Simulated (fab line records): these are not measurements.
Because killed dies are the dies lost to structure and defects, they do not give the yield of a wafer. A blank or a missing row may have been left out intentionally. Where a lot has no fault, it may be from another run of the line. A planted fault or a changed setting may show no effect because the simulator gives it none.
fab line records | flow gf180mcu
record lots=5 wafers=15 last-day=34
route steps=602 shown PSD@255 NSD@262 SAB@264 SALICIDE@278 CONTACT@287
lots untouched by any fault: they come from a run of this same line in which no faults occurred
start-h: the number of hours between the record's first day and the start of the first shown wafer of the lot | wait-h: how many hours have passed since the lot's step before this one | " repeats the value in the row above | L1.1+2: several wafers, shown together as one row | - either no value or no given start | * or withheld: withheld | < > ~ a bound
route shown NAME@n: a module of which the file shows steps, and the number in the route of the first | usual: average and standard deviation across the fault-free wafers | same: alike in all rows | chamber/n: place in a boat | sites: per-site readings | _std_site: standard deviation across them | _edge_site: inner sites' mean taken away from outer sites' mean | radius-mm: how far each site lies from the wafer's centre | mask NAME#n: copy n | behind: the last tool/chamber to shape the wafer | hold: reason for holding the lot/hours on hold/outcome of the hold | device: transistor that didn't switch, given as n, p or np | end of line: the route-end tests of the same wafers | for a step that has no rows: nothing shown but its recipe | killed: count of dies lost to structure and defects at first sort (not the wafer's yield) | map: shows each die of a wafer: x if killed, . if not, _ if none is there
set.NAME: the setting that was run; set.NAME@STEP: the one run at that earlier step | model.NAME: the simulator's own value behind a step, which no gauge read
lots at selected steps of the route; one table per step, one row per wafer
services: the hour from which a tool's chamber was out of use, counted from the record's first day as start-h (under 0 if before that day), plus the number of hours and why
## steps
# step GF_PSD_CD_MEAS_07
# recipe target-cd-nm=400
# usual cd-nm=399.5/2.4
# columns lot.wafer tool chamber start-h wait-h cd-nm
L076.1 cd-sem-01 - 336.55 0.1 399.9
L076.3 " - " " 400.5
L076.6 " - " " 402.5
L081.3 cd-sem-02 - 380.59 0.1 399.5
L081.5 " - " " 400.3
L081.6 " - " " 401.6
L085.1 cd-sem-01 - 417.35 0.1 401.3
L085.3 " - " " 401.9
L085.4 " - " " 399.4
L091.1 cd-sem-02 - 468.90 0.1 397.2
L091.3 " - " " 395.9
L091.6 " - " " 396.6
L094.1 cd-sem-01 - 490.58 0.1 399.0
L094.2 " - " " 398.3
L094.6 " - " " 398.6
# step GF_PSD_OVL_MEAS_08
# usual PSD_OVL=-1.1/1.2
# columns lot.wafer tool chamber start-h wait-h PSD_OVL[nm]
L076.1 overlay-01 - 336.67 0.1 0.7
L076.3 " - " " -1.5
L076.6 " - " " 1.6
L081.3 overlay-01 - 380.68 0.1 -1.0
L081.5 " - " " -1.3
L081.6 " - " " -2.1
L085.1 overlay-02 - 417.47 0.1 -0.4
L085.3 " - " " 1.5
L085.4 " - " " -1.1
L091.1 overlay-01 - 469.02 0.1 -3.1
L091.3 " - " " -0.2
L091.6 " - " " -1.4
L094.1 overlay-02 - 490.70 0.1 1.1
L094.2 " - " " -0.4
L094.6 " - " " -0.8
# step GF_PSD_IMPLANT_09
# recipe species=BF2 energy-kev=40 dose-cm2=1.5e+15 tilt-deg=7
# columns lot.wafer tool chamber start-h wait-h
L076.1+3+6 implanter-04 0 336.70 0.0
L081.3+5+6 implanter-01 0 380.76 0.1
L085.1+3+4 implanter-02 0 417.51 0.0
L091.1+3+6 implanter-02 0 469.06 0.0
L094.1+2+6 implanter-01 0 490.73 0.0
# step GF_PSD_STRIP_10
# recipe chemistry=O2/N2 power-w=1400 pressure-mtorr=1500 platen-temp-c=250 o2-flow-sccm=3000 n2-flow-sccm=300 overash-fraction=0.5
# usual drypump-motor-current-A=6.2/0.4 heater-power-w=321/30 oes-product-au=0.592/0.0045 strip-time-to-endpoint-s=16.540/0.029
# columns lot.wafer tool chamber start-h wait-h drypump-motor-current-A heater-power-w oes-product-au rf-hours-counter-h strip-time-to-endpoint-s
L076.1 plasma-asher-02 0 336.85 0.1 6.2 367 0.585 55 16.574
L076.3 " 1 " " 6.0 315 0.596 - 16.520
L076.6 " 0 " " 6.2 365 0.584 - 16.507
L081.3 plasma-asher-04 1 380.89 0.1 5.8 272 0.586 - 16.532
L081.5 " 0 " " 5.3 324 0.590 - 16.511
L081.6 " 1 " " 5.8 257 0.587 - 16.516
L085.1 plasma-asher-01 1 417.66 0.1 6.6 293 0.594 30 16.545
L085.3 " 0 " " 6.7 300 0.593 - 16.604
L085.4 " 1 " " 6.6 293 0.597 - 16.551
L091.1 plasma-asher-04 0 469.21 0.1 5.3 332 0.591 4 16.512
L091.3 " 1 " " 5.8 277 0.598 - 16.558
L091.6 " 1 " " 5.8 277 0.593 - 16.540
L094.1 plasma-asher-01 0 490.88 0.1 6.7 301 0.590 38 16.530
L094.2 " 1 " " 6.6 297 0.592 38 16.488
L094.6 " 0 " " 6.7 307 0.593 - 16.531
# step GF_PSD_TW_MEAS_11
# usual PSD_TW=3193/44
# columns lot.wafer tool chamber start-h wait-h PSD_TW
L076.1 film-metro-02 - 336.95 0.1 3195
L076.3 " - " " 3207
L076.6 " - " " 3211
L081.3 film-metro-01 - 380.98 0.1 3112
L081.5 " - " " 3094
L081.6 " - " " 3098
L085.1 film-metro-01 - 417.76 0.1 3119
L085.3 " - " " 3142
L085.4 " - " " 3125
L091.1 film-metro-02 - 469.31 0.1 3224
L091.3 " - " " 3192
L091.6 " - " " 3201
L094.1 film-metro-02 - 490.98 0.1 3217
L094.2 " - " " 3218
L094.6 " - " " 3219
# step GF_PSD_CLEAN_12
# recipe chemistry=SC1/SC2 mix=1:4:20 temp-c=70 time-s=150 dry=n2-spin
# usual temp-c=69.97/0.13
# columns lot.wafer tool chamber start-h wait-h temp-c
L076.1 wet-bench-02 3 337.01 0.1 70.09
L076.3 " 3 " " 70.00
L076.6 " 3 " " 69.96
L081.3 wet-bench-04 0 381.02 0.0 69.73
L081.5 " 0 " " 69.91
L081.6 " 0 " " 69.72
L085.1 wet-bench-04 2 417.82 0.1 70.14
L085.3 " 2 " " 70.19
L085.4 " 2 " " 70.12
L091.1 wet-bench-04 0 469.37 0.1 69.86
L091.3 " 0 " " 69.68
L091.6 " 0 " " 69.79
L094.1 wet-bench-04 0 491.04 0.1 70.03
L094.2 " 0 " " 69.94
L094.6 " 0 " " 70.00
# step GF_PSD_RTA_13
# recipe temp-c=1025 time-s=20 ambient=N2
# usual lamp-power-pct=36/8.6 wafer_temp_C_max=1028.9/0.76
# columns lot.wafer tool chamber start-h wait-h lamp-power-pct wafer_temp_C_max
L076.1 rtp-anneal-01 0 337.13 0.0 28 1027.8
L076.3 " 0 " " 28 1029.1
L076.6 " 0 " " 28 1029.2
L081.3 rtp-anneal-01 0 381.12 0.1 28 1028.8
L081.5 " 0 " " 28 1028.8
L081.6 " 0 " " 28 1029.0
L085.1 rtp-anneal-02 0 417.87 0.0 45 1027.6
L085.3 " 0 " " 45 1028.9
L085.4 " 0 " " 45 1028.1
L091.1 rtp-anneal-01 0 469.42 0.0 28 1029.2
L091.3 " 0 " " 28 1030.2
L091.6 " 0 " " 28 1028.6
L094.1 rtp-anneal-01 0 491.09 0.0 28 1028.0
L094.2 " 0 " " 28 1029.5
L094.6 " 0 " " 28 1028.3
# step GF_PSD_RS_MEAS_14
# recipe thk-meas-gauge=four-point-probe
# usual NSD_RS=46.16/0.092
# columns lot.wafer tool chamber start-h wait-h NSD_RS[ohm/sq]
L076.1 film-metro-01 - 337.21 0.1 46.23
L076.3 " - " " 46.17
L076.6 " - " " 46.12
L081.3 film-metro-01 - 381.28 0.1 46.06
L081.5 " - " " 46.15
L081.6 " - " " 45.95
L085.1 film-metro-01 - 417.95 0.1 46.20
L085.3 " - " " 46.12
L085.4 " - " " 46.09
L091.1 film-metro-02 - 469.54 0.1 46.11
L091.3 " - " " 46.04
L091.6 " - " " 46.10
L094.1 film-metro-04 - 491.17 0.1 46.20
L094.2 " - " " 46.12
L094.6 " - " " 46.30
# step GF_PSD_RS_MEAS_15
# recipe thk-meas-gauge=four-point-probe
# usual PSD_RS=108.7/0.31
# columns lot.wafer tool chamber start-h wait-h PSD_RS[ohm/sq]
L076.1 film-metro-01 - 337.33 0.1 108.9
L076.3 " - " " 109.0
L076.6 " - " " 109.1
L081.3 film-metro-01 - 381.40 0.1 108.5
L081.5 " - " " 108.5
L081.6 " - " " 108.5
L085.1 film-metro-01 - 418.07 0.1 108.5
L085.3 " - " " 108.4
L085.4 " - " " 108.4
L091.1 film-metro-02 - 469.66 0.1 108.4
L091.3 " - " " 108.5
L091.6 " - " " 108.1
L094.1 film-metro-04 - 491.29 0.1 108.2
L094.2 " - " " 108.4
L094.6 " - " " 108.5
# step GF_SAB_CVD_00
# recipe material=SiO2 target-thk-nm=50 precursor=TEOS temp-c=400 time-s=4.9302 rf-w=600
# usual heater-power-w=637/76
# columns lot.wafer tool chamber start-h wait-h heater-power-w
L076.1 pecvd-01 1 337.45 0.1 527
L076.3 " 0 " " 637
L076.6 " 1 " " 520
L081.3 pecvd-01 1 381.48 0.1 531
L081.5 " 1 " " 517
L081.6 " 0 " " 672
L085.1 pecvd-01 1 418.19 0.1 618
L085.3 " 2 " " 536
L085.4 " 2 " " 537
L091.1 pecvd-01 1 469.78 0.1 599
L091.3 " 2 " " 647
L091.6 " 0 " " 638
L094.1 pecvd-03 1 491.41 0.1 587
L094.2 " 0 " " 710
L094.6 " 0 " " 711
# step GF_SAB_THK_MEAS_01
# recipe reads=SiO2_of_SAB_CVD_00
# usual SAB_CVD_00_THK=49.8/0.54
# columns lot.wafer tool chamber start-h wait-h SAB_CVD_00_THK[nm]
L076.1 film-metro-03 - 337.47 0.0 50.2
L076.3 " - " " 49.3
L076.6 " - " " 50.5
L081.3 film-metro-03 - 381.51 0.0 49.2
L081.5 " - " " 49.7
L081.6 " - " " 49.6
L085.1 film-metro-04 - 418.21 0.0 49.1
L085.3 " - " " 48.8
L085.4 " - " " 49.2
L091.1 film-metro-03 - 469.80 0.0 48.9
L091.3 " - " " 49.4
L091.6 " - " " 49.0
L094.1 film-metro-03 - 491.43 0.0 48.8
L094.2 " - " " 49.8
L094.6 " - " " 49.8
# step GF_SAB_DEHYDRATE_02
# recipe temp-c=200 time-s=60
# usual resist-line-temp-C=23.01/0.097
# columns lot.wafer tool chamber start-h wait-h resist-line-temp-C
L076.1 litho-track-01 0 347.60 10.1 23.05
L076.3 " 0 " " 23.10
L076.6 " 0 " " 23.02
L081.3 litho-track-02 0 392.08 10.6 22.88
L081.5 " 0 " " 22.97
L081.6 " 0 " " 22.95
L085.1 litho-track-03 0 429.99 11.8 22.94
L085.3 " 0 " " 22.89
L085.4 " 0 " " 22.99
L091.1 litho-track-02 0 481.28 11.5 23.06
L091.3 " 0 " " 22.99
L091.6 " 0 " " 23.12
L094.1 litho-track-02 0 502.68 11.2 23.09
L094.2 " 0 " " 23.08
L094.6 " 0 " " 22.95
# step GF_SAB_HMDS_03
# recipe prime-time-s=60 prime-temp-c=120
# usual resist-line-temp-C=23.02/0.1
# columns lot.wafer tool chamber start-h wait-h resist-line-temp-C
L076.1 litho-track-01 0 347.75 0.1 22.97
L076.3 " 0 " " 22.92
L076.6 " 0 " " 23.05
L081.3 litho-track-02 0 392.23 0.1 22.93
L081.5 " 0 " " 22.94
L081.6 " 0 " " 22.92
L085.1 litho-track-03 0 430.14 0.1 23.11
L085.3 " 0 " " 23.12
L085.4 " 0 " " 22.98
L091.1 litho-track-02 0 481.43 0.1 22.97
L091.3 " 0 " " 22.92
L091.6 " 0 " " 22.90
L094.1 litho-track-02 0 502.83 0.1 23.04
L094.2 " 0 " " 22.96
L094.6 " 0 " " 23.09
# step GF_SAB_COAT_04
# recipe resist=NOVOLAK spin-rpm=3000 resist-thk-nm=1000
# usual resist-line-temp-C=23.00/0.098
# columns lot.wafer tool chamber start-h wait-h resist-line-temp-C
L076.1 litho-track-01 0 347.90 0.1 23.01
L076.3 " 0 " " 22.96
L076.6 " 0 " " 23.01
L081.3 litho-track-02 0 392.38 0.1 23.15
L081.5 " 0 " " 23.17
L081.6 " 0 " " 23.18
L085.1 litho-track-03 0 430.29 0.1 22.88
L085.3 " 0 " " 23.00
L085.4 " 0 " " 22.88
L091.1 litho-track-02 0 481.58 0.1 23.00
L091.3 " 0 " " 22.92
L091.6 " 0 " " 22.95
L094.1 litho-track-02 0 502.98 0.1 23.13
L094.2 " 0 " " 23.13
L094.6 " 0 " " 22.88
# step GF_SAB_SOFTBAKE_05
# recipe temp-c=90 time-s=60 resist=NOVOLAK
# usual resist-line-temp-C=23.02/0.11
# columns lot.wafer tool chamber start-h wait-h resist-line-temp-C
L076.1 litho-track-01 0 348.05 0.1 23.18
L076.3 " 0 " " 23.17
L076.6 " 0 " " 23.12
L081.3 litho-track-02 0 392.53 0.1 23.09
L081.5 " 0 " " 23.08
L081.6 " 0 " " 23.12
L085.1 litho-track-03 0 430.44 0.1 22.85
L085.3 " 0 " " 23.05
L085.4 " 0 " " 22.88
L091.1 litho-track-02 0 481.73 0.1 22.98
L091.3 " 0 " " 22.84
L091.6 " 0 " " 22.88
L094.1 litho-track-02 0 503.13 0.1 22.94
L094.2 " 0 " " 23.01
L094.6 " 0 " " 23.09
# step GF_SAB_EXPOSE_06
# recipe mask-id=SAB target-cd-nm=420 na=0.6 source-shape=conventional sigma-outer=0.6 dose-mj=140
# usual exposure-dose-mJ-cm2=139.88/0.13 focus-offset-nm=0.1/0.44
# columns lot.wafer tool chamber start-h wait-h mask exposure-dose-mJ-cm2 focus-offset-nm
L076.1 iline-stepper-01 0 - - SAB#0 139.72 -0.2
L076.3 " 0 " " SAB#0 139.84 -0.4
L076.6 " 0 " " SAB#0 139.98 -0.3
L081.3 iline-stepper-01 0 - - SAB#0 140.02 0.4
L081.5 " 0 " " SAB#0 139.95 -0.4
L081.6 " 0 " " SAB#0 139.82 -0.2
L085.1 iline-stepper-02 0 - - SAB#0 140.09 -0.2
L085.3 " 0 " " SAB#0 139.78 -0.5
L085.4 " 0 " " SAB#0 139.93 -0.5
L091.1 iline-stepper-02 0 - - SAB#0 139.77 0.1
L091.3 " 0 " " SAB#0 139.91 0.4
L091.6 " 0 " " SAB#0 139.65 0.2
L094.1 iline-stepper-02 0 - - SAB#0 139.99 -0.2
L094.2 " 0 " " SAB#0 139.85 0.1
L094.6 " 0 " " SAB#0 140.04 -0.4
# step GF_SAB_PEB_07
# recipe temp-c=withheld time-s=* resist=NOVOLAK
# usual resist-line-temp-C=*
# columns lot.wafer tool chamber start-h wait-h resist-line-temp-C
L076.1 litho-track-02 0 - - *
L076.3 " 0 " " *
L076.6 " 0 " " *
L081.3 litho-track-02 0 - - *
L081.5 " 0 " " *
L081.6 " 0 " " *
L085.1 litho-track-02 0 - - *
L085.3 " 0 " " *
L085.4 " 0 " " *
L091.1 litho-track-02 0 - - *
L091.3 " 0 " " *
L091.6 " 0 " " *
L094.1 litho-track-03 0 - - *
L094.2 " 0 " " *
L094.6 " 0 " " *
# step GF_SAB_DEVELOP_08
# recipe develop-time-s=60 dev-temp-c=23
# usual resist-line-temp-C=22.99/0.099
# columns lot.wafer tool chamber start-h wait-h resist-line-temp-C
L076.1 litho-track-02 0 359.08 0.1 22.94
L076.3 " 0 " " 22.89
L076.6 " 0 " " 22.94
L081.3 litho-track-02 0 404.58 0.1 22.86
L081.5 " 0 " " 22.86
L081.6 " 0 " " 23.06
L085.1 litho-track-02 0 442.63 0.1 22.91
L085.3 " 0 " " 23.06
L085.4 " 0 " " 23.13
L091.1 litho-track-02 0 493.38 0.1 22.84
L091.3 " 0 " " 23.05
L091.6 " 0 " " 22.87
L094.1 litho-track-03 0 514.78 0.1 23.03
L094.2 " 0 " " 23.07
L094.6 " 0 " " 23.14
# step GF_SAB_CD_MEAS_09
# recipe target-cd-nm=420
# usual cd-nm=420.9/2.6
# columns lot.wafer tool chamber start-h wait-h cd-nm
L076.1 cd-sem-01 - 359.23 0.1 417.9
L076.3 " - " " 417.9
L076.6 " - " " 418.6
L081.3 cd-sem-02 - 404.72 0.1 424.3
L081.5 " - " " 421.3
L081.6 " - " " 424.4
L085.1 cd-sem-02 - 442.78 0.1 423.3
L085.3 " - " " 421.4
L085.4 " - " " 422.7
L091.1 cd-sem-01 - 493.53 0.1 423.3
L091.3 " - " " 424.7
L091.6 " - " " 423.7
L094.1 cd-sem-01 - 514.93 0.1 423.4
L094.2 " - " " 424.4
L094.6 " - " " 422.7
# step GF_SAB_OVL_MEAS_10
# usual SAB_OVL=0.2/1.2
# columns lot.wafer tool chamber start-h wait-h SAB_OVL[nm]
L076.1 overlay-02 - 359.35 0.1 1.7
L076.3 " - " " -0.2
L076.6 " - " " 0.0
L081.3 overlay-01 - 404.81 0.1 1.1
L081.5 " - " " 1.1
L081.6 " - " " 1.5
L085.1 overlay-01 - 442.90 0.1 -0.2
L085.3 " - " " 0.3
L085.4 " - " " -0.4
L091.1 overlay-01 - 493.65 0.1 -2.3
L091.3 " - " " -0.4
L091.6 " - " " 1.3
L094.1 overlay-01 - 515.05 0.1 0.1
L094.2 " - " " 0.7
L094.6 " - " " 0.8
# step GF_SAB_ETCH_11
# recipe chemistry=C4F8/O2/Ar mask-material=NOVOLAK target=SiO2 target-depth-nm=55 source-w=1500 bias-w=1200 pressure-mtorr=40 c4f8-flow-sccm=withheld O2_flow_sccm=6 Ar_flow_sccm=300 time-s=8.5
# usual oes-product-au=1.002/0.0079
# columns lot.wafer tool chamber start-h wait-h oes-product-au rf-hours-counter-h
L076.1 rie-diel-01 1 359.38 0.0 1.029 17
L076.3 " 2 " " 1.008 124
L076.6 " 2 " " 1.008 -
L081.3 rie-diel-03 1 404.83 0.0 1.011 66
L081.5 " 0 " " 0.992 -
L081.6 " 2 " " 1.004 -
L085.1 rie-diel-02 3 442.93 0.0 0.995 6
L085.3 " 1 " " 1.011 4
L085.4 " 0 " " 1.008 96
L091.1 rie-diel-01 2 493.68 0.0 1.004 2
L091.3 " 1 " " 1.013 20
L091.6 " 2 " " 1.006 -
L094.1 rie-diel-01 2 515.09 0.0 1.000 3
L094.2 " 1 " " 1.007 20
L094.6 " 2 " " 1.020 -
# step GF_SAB_WET_ETCH_12
# recipe chemistry=dHF target-depth-nm=22 dry=n2-spin target=SiO2 temp-c=25 dilution=100:1 time-s=440
# usual temp-c=25.00/0.11
# columns lot.wafer tool chamber start-h wait-h temp-c
L076.1 wet-bench-01 0 359.41 0.0 25.03
L076.3 " 0 " " 24.95
L076.6 " 0 " " 25.15
L081.3 wet-bench-01 0 404.85 0.0 25.09
L081.5 " 0 " " 24.95
L081.6 " 0 " " 25.01
L085.1 wet-bench-03 1 442.95 0.0 24.84
L085.3 " 1 " " 25.00
L085.4 " 1 " " 24.89
L091.1 wet-bench-02 3 493.70 0.0 24.96
L091.3 " 3 " " 25.01
L091.6 " 3 " " 25.09
L094.1 wet-bench-01 2 515.11 0.0 25.08
L094.2 " 2 " " 24.99
L094.6 " 2 " " 24.94
# step GF_SAB_STRIP_13
# recipe chemistry=O2/N2 power-w=1400 pressure-mtorr=1500 platen-temp-c=250 o2-flow-sccm=3000 n2-flow-sccm=300 overash-fraction=0.5
# usual drypump-motor-current-A=6.29/0.28 heater-power-w=328/27 oes-product-au=0.710/0.0048 strip-time-to-endpoint-s=12.62/0.034
# columns lot.wafer tool chamber start-h wait-h drypump-motor-current-A heater-power-w oes-product-au rf-hours-counter-h strip-time-to-endpoint-s
L076.1 plasma-asher-02 1 359.54 0.0 6.05 320 0.721 58 12.61
L076.3 " 1 " " 6.00 317 0.720 - 12.58
L076.6 " 1 " " 6.01 323 0.707 - 12.58
L081.3 plasma-asher-02 1 405.03 0.0 6.02 315 0.708 - 12.66
L081.5 " 0 " " 6.22 369 0.702 - 12.64
L081.6 " 1 " " 6.05 323 0.706 - 12.63
L085.1 plasma-asher-03 1 443.08 0.0 6.14 321 0.709 83 12.61
L085.3 " 1 " " 6.14 318 0.711 - 12.59
L085.4 " 0 " " 5.96 352 0.712 - 12.58
L091.1 plasma-asher-01 1 493.83 0.0 6.56 302 0.705 38 12.63
L091.3 " 0 " " 6.71 306 0.714 - 12.64
L091.6 " 1 " " 6.60 294 0.709 - 12.65
L094.1 plasma-asher-03 1 515.25 0.0 6.13 318 0.709 90 12.62
L094.2 " 0 " " 5.95 339 0.718 90 12.63
L094.6 " 1 " " 6.12 322 0.707 - 12.61
# step GF_SALICIDE_CLEAN_00
# recipe chemistry=SC1/SC2 mix=1:4:20 temp-c=70 time-s=150
# usual temp-c=70.01/0.12
# columns lot.wafer tool chamber start-h wait-h temp-c
L076.1 wet-bench-03 0 359.64 0.1 70.16
L076.3 " 0 " " 70.13
L076.6 " 0 " " 70.17
L081.3 wet-bench-04 0 405.10 0.0 70.12
L081.5 " 0 " " 69.96
L081.6 " 0 " " 70.06
L085.1 wet-bench-01 1 443.18 0.1 70.01
L085.3 " 1 " " 69.77
L085.4 " 1 " " 70.13
L091.1 wet-bench-03 1 493.93 0.1 69.93
L091.3 " 1 " " 70.00
L091.6 " 1 " " 69.88
L094.1 wet-bench-04 0 515.35 0.1 70.13
L094.2 " 0 " " 70.08
L094.6 " 0 " " 70.18
# step GF_SALICIDE_WET_ETCH_01
# recipe chemistry=dHF target-depth-nm=5 dry=ipa-marangoni target=SiO2 temp-c=25 dilution=100:1 time-s=100
# usual temp-c=25.00/0.097
# columns lot.wafer tool chamber start-h wait-h temp-c
L076.1 wet-bench-01 0 359.69 0.0 24.74
L076.3 " 0 " " 24.85
L076.6 " 0 " " 24.96
L081.3 wet-bench-03 1 405.15 0.0 24.80
L081.5 " 1 " " 24.89
L081.6 " 1 " " 24.92
L085.1 wet-bench-03 1 443.24 0.0 25.05
L085.3 " 1 " " 24.99
L085.4 " 1 " " 25.09
L091.1 wet-bench-03 2 493.99 0.0 24.92
L091.3 " 2 " " 25.04
L091.6 " 2 " " 25.03
L094.1 wet-bench-03 3 515.40 0.0 25.30
L094.2 " 3 " " 25.09
L094.6 " 3 " " 25.04
# step GF_SALICIDE_SPUTTER_02
# recipe material=Co target-thk-nm=10 power-w=1000 time-s=20 chamber-pressure-pa=0.4
# usual throttle-valve-pct=30.3/1.4
# columns lot.wafer tool chamber start-h wait-h throttle-valve-pct
L076.1 pvd-sputter-03 - 359.72 0.0 31.6
L076.3 " - " " 31.2
L076.6 " - " " 30.7
L081.3 pvd-sputter-03 - 405.18 0.0 30.6
L081.5 " - " " 30.4
L081.6 " - " " 31.4
L085.1 pvd-sputter-02 - 443.28 0.0 32.0
L085.3 " - " " 31.1
L085.4 " - " " 28.0
L091.1 pvd-sputter-04 - 494.04 0.0 29.8
L091.3 " - " " 29.7
L091.6 " - " " 30.0
L094.1 pvd-sputter-04 - 515.45 0.0 29.4
L094.2 " - " " 30.2
L094.6 " - " " 30.3
# step GF_SALICIDE_SPUTTER_03
# recipe material=TiN target-thk-nm=20 power-w=6500 time-s=16.7 chamber-pressure-pa=0.4
# usual throttle-valve-pct=30.2/1.3
# columns lot.wafer tool chamber start-h wait-h throttle-valve-pct
L076.1 pvd-sputter-03 - 359.75 0.0 31.6
L076.3 " - " " 31.1
L076.6 " - " " 30.4
L081.3 pvd-sputter-03 - 405.21 0.0 30.5
L081.5 " - " " 30.4
L081.6 " - " " 31.3
L085.1 pvd-sputter-02 - 443.31 0.0 32.0
L085.3 " - " " 31.2
L085.4 " - " " 27.8
L091.1 pvd-sputter-04 - 494.06 0.0 30.0
L091.3 " - " " 29.4
L091.6 " - " " 30.0
L094.1 pvd-sputter-04 - 515.48 0.0 29.5
L094.2 " - " " 30.0
L094.6 " - " " 30.1
# step GF_SALICIDE_RS_MEAS_04
# recipe thk-meas-gauge=four-point-probe reads=TiN_of_SALICIDE_SPUTTER_03+Co_of_SALICIDE_SPUTTER_02
# usual SALICIDE_TIN_RS=16.29/0.3
# columns lot.wafer tool chamber start-h wait-h SALICIDE_TIN_RS[ohm/sq]
L076.1 film-metro-02 - 359.78 0.0 16.25
L076.3 " - " " 16.47
L076.6 " - " " 16.25
L081.3 film-metro-02 - 405.28 0.1 16.74
L081.5 " - " " 16.56
L081.6 " - " " 16.49
L085.1 film-metro-03 - 443.33 0.0 16.38
L085.3 " - " " 16.43
L085.4 " - " " 16.13
L091.1 film-metro-02 - 494.09 0.0 16.40
L091.3 " - " " 16.49
L091.6 " - " " 16.74
L094.1 film-metro-01 - 515.50 0.0 16.50
L094.2 " - " " 16.44
L094.6 " - " " 16.56
# step GF_SALICIDE_THK_MEAS_05
# recipe thk-meas-gauge=xrf reads=TiN_of_SALICIDE_SPUTTER_03
# usual SALICIDE_TIN_THK=19.97/0.21
# columns lot.wafer tool chamber start-h wait-h SALICIDE_TIN_THK[nm]
L076.1 film-metro-02 - 359.90 0.1 19.41
L076.3 " - " " 19.73
L076.6 " - " " 19.73
L081.3 film-metro-02 - 405.38 0.1 19.76
L081.5 " - " " 19.82
L081.6 " - " " 20.05
L085.1 film-metro-03 - 443.45 0.1 20.16
L085.3 " - " " 20.23
L085.4 " - " " 20.30
L091.1 film-metro-02 - 494.21 0.1 20.09
L091.3 " - " " 19.92
L091.6 " - " " 19.86
L094.1 film-metro-01 - 515.62 0.1 20.05
L094.2 " - " " 19.92
L094.6 " - " " 19.93
# step GF_SALICIDE_RTA_06
# recipe temp-c=530 time-s=30 ambient=N2
# usual lamp-power-pct=6.8/1.5 wafer_temp_C_max=532.0/0.39
# columns lot.wafer tool chamber start-h wait-h lamp-power-pct wafer_temp_C_max
L076.1 rtp-anneal-02 0 359.96 0.1 8.1 531.6
L076.3 " 0 " " 8.1 531.6
L076.6 " 0 " " 8.1 532.3
L081.3 rtp-anneal-01 0 405.45 0.1 5.0 531.9
L081.5 " 0 " " 5.0 531.4
L081.6 " 0 " " 5.0 532.0
L085.1 rtp-anneal-01 0 443.51 0.1 5.0 531.7
L085.3 " 0 " " 5.0 532.1
L085.4 " 0 " " 5.0 532.3
L091.1 rtp-anneal-02 0 494.27 0.1 8.1 532.1
L091.3 " 0 " " 8.1 531.7
L091.6 " 0 " " 8.1 531.6
L094.1 rtp-anneal-02 0 515.68 0.1 8.1 531.8
L094.2 " 0 " " 8.1 532.4
L094.6 " 0 " " 8.1 531.9
# step GF_SALICIDE_WET_ETCH_07
# recipe chemistry=SPM target-depth-nm=120 dry=n2-spin
# columns lot.wafer tool chamber start-h wait-h
L076.1+3+6 wet-bench-01 2 360.06 0.1
L081.3+5+6 wet-bench-01 2 405.52 0.1
L085.1+3+4 wet-bench-03 1 443.61 0.1
L091.1+3+6 wet-bench-01 0 494.37 0.1
L094.1+2+6 wet-bench-01 1 515.78 0.1
# step GF_SALICIDE_RTA_08
# recipe temp-c=800 time-s=30 ambient=N2
# usual lamp-power-pct=18/4.3 wafer_temp_C_max=803.1/0.69
# columns lot.wafer tool chamber start-h wait-h lamp-power-pct wafer_temp_C_max
L076.1 rtp-anneal-01 0 360.15 0.0 14 804.2
L076.3 " 0 " " 14 802.8
L076.6 " 0 " " 14 803.0
L081.3 rtp-anneal-02 0 405.65 0.0 23 802.5
L081.5 " 0 " " 23 802.7
L081.6 " 0 " " 23 802.7
L085.1 rtp-anneal-02 0 443.71 0.0 23 803.0
L085.3 " 0 " " 23 802.4
L085.4 " 0 " " 23 802.6
L091.1 rtp-anneal-01 0 494.47 0.0 14 803.7
L091.3 " 0 " " 14 803.5
L091.6 " 0 " " 14 802.9
L094.1 rtp-anneal-02 0 515.88 0.0 23 803.1
L094.2 " 0 " " 23 803.5
L094.6 " 0 " " 23 802.4
# step GF_CONTACT_CVD_00
# recipe material=SiO2 target-thk-nm=300 sigma-open-frac=0.3 temp-c=400 time-s=50 sih4-flow-sccm=60 pressure-mtorr=6
# columns lot.wafer tool chamber start-h wait-h
L076.1+3+6 hdpcvd-01 2,0,2 360.25 0.1
L081.3+5+6 hdpcvd-01 1,1,0 405.72 0.1
L085.1+3+4 hdpcvd-02 1,0,1 443.81 0.1
L091.1+3+6 hdpcvd-01 0,2,1 494.57 0.1
L094.1+2+6 hdpcvd-02 1,0,1 515.98 0.1
## services
# columns tool chamber start-h hours kind
rie-diel-01 0 316.77 19.0 repair
pvd-sputter-03 - 323.85 27.3 repair
iline-stepper-02 - 324.71 12.1 repair
pvd-sputter-03 - 337.30 0.8 repair
rie-diel-01 2 345.05 1.9 repair
iline-stepper-02 - 349.63 1.0 repair
pvd-sputter-03 - 351.53 5.7 repair
iline-stepper-02 - 352.85 1.7 pm
rie-diel-01 2 364.75 1.5 repair
plasma-asher-02 - 374.21 2.8 pm
rie-diel-01 2 380.92 9.2 repair
pvd-sputter-04 - 386.77 1.5 repair
rie-diel-01 - 387.79 0.3 repair
pvd-sputter-03 - 395.51 1.7 repair
pecvd-01 - 399.56 2.5 repair
rie-diel-01 1 416.08 18.9 repair
pecvd-01 - 417.19 0.5 repair
wet-bench-01 - 417.36 4.1 repair
wet-bench-01 - 431.78 1.5 repair
iline-stepper-02 - 432.33 4.4 pm
wet-bench-04 - 432.89 1.3 repair
hdpcvd-01 0 446.62 9.2 repair
pvd-sputter-04 - 449.78 7.4 repair
rie-diel-01 2 457.64 29.0 repair
## key
fault none
